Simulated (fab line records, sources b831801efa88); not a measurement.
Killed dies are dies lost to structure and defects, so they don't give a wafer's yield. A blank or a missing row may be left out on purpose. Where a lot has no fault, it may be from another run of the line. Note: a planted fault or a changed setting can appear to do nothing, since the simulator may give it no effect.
Which tool was responsible?    flow sky130    14 lots with 42 wafers sampled at 2 steps, on a route of 708 steps

WHAT EACH GAUGE READ, for each wafer
SKY_LDD_P_TW_MEAS_11.
lot   measured      on            LDD_P_TW
L106  day 19 00:05  filmMetro-04  638 634 634
L107  day 19 08:53  filmMetro-04  636 635 638
L108  day 19 10:03  filmMetro-04  633 637 637
L109  day 20 03:46  filmMetro-04  639 637 636
L111  day 21 13:04  filmMetro-02  629 628 633
L112  day 21 16:29  filmMetro-03  635 635 630
L113  day 22 02:20  filmMetro-04  644 648 643
L122  day 24 20:36  filmMetro-02  632 633 629
L123  day 25 04:11  filmMetro-03  634 634 632
L124  day 25 15:46  filmMetro-03  631 634 632
L125  day 26 00:13  filmMetro-03  630 628 627
L126  day 26 01:23  filmMetro-02  630 636 633
L127  day 27 04:03  filmMetro-04  644 642 645
L129  day 27 07:27  filmMetro-04  642 645 643

SKY_LDD_LDN_OVL_MEAS_07.
lot   measured      on          LDD_LDN_OVL (nm)
L106  day 22 19:56  overlay-02  -2.5 -1.7 -3.5
L107  day 23 03:13  overlay-01  -2.8 -1.7 -1.9
L108  day 23 04:07  overlay-02  -3.1 -2.5 -2.9
L109  day 23 21:01  overlay-01  -0.7 -1.3 -1.2
L111  day 25 06:33  overlay-01  -1.4 -1.2 -3.0
L112  day 25 08:56  overlay-01  0.6 -2.0 -0.5
L113  day 25 19:04  overlay-01  -1.7 -0.3 -1.0
L122  day 28 10:38  overlay-01  -0.6 -1.7 -1.9
L123  day 28 19:10  overlay-01  -1.7 0.7 -1.2
L124  day 29 06:52  overlay-02  -1.7 -0.3 0.4
L125  day 29 13:59  overlay-01  0.0 0.4 2.4
L126  day 29 15:17  overlay-01  -3.1 -0.4 0.1
L127  day 30 17:59  overlay-02  -1.2 -2.8 -0.5
L129  day 30 21:40  overlay-02  -2.0 -3.5 -2.7

TOOL THAT RAN EACH LOT (tool first, then ch and the chambers of the sampled wafers, then the start)
Before these readings, the record contains no process step.

WHAT THE TOOLS THEMSELVES READ (means of the sampled wafers that have a number; where no wafer has one, the mark that the record gives instead)
The record holds no such reading with a usual standard deviation.

THE ANSWER, worked out from the rows above alone
Rule: what is usual is taken from the lots themselves. Put in order of their means at a reading, lots are off if they are a third of the lots or fewer, leave a main group of 4 or more, and stand apart from it by a gap of 3 or more times the standard deviation of the main group's means; of several such gaps the widest counts. If all means in a main group match to the digits the tables above print for the reading, that group is not used. A lot without any number at a reading at which 4 lots or more have one is off too. Where the step has rows for the other lots, those lots are counted as sound. Order of review: gauges by route order, followed by the tools' own readings, for which a lot's mean as printed above is used. The first step at which some lot is off is used, and at that step the reading that is off furthest; a lot without a number counts as furthest.
No lot is off on any of the readings shown, so nothing can be concluded from this.

WHAT HAD BEEN PUT IN BY THE SIMULATOR
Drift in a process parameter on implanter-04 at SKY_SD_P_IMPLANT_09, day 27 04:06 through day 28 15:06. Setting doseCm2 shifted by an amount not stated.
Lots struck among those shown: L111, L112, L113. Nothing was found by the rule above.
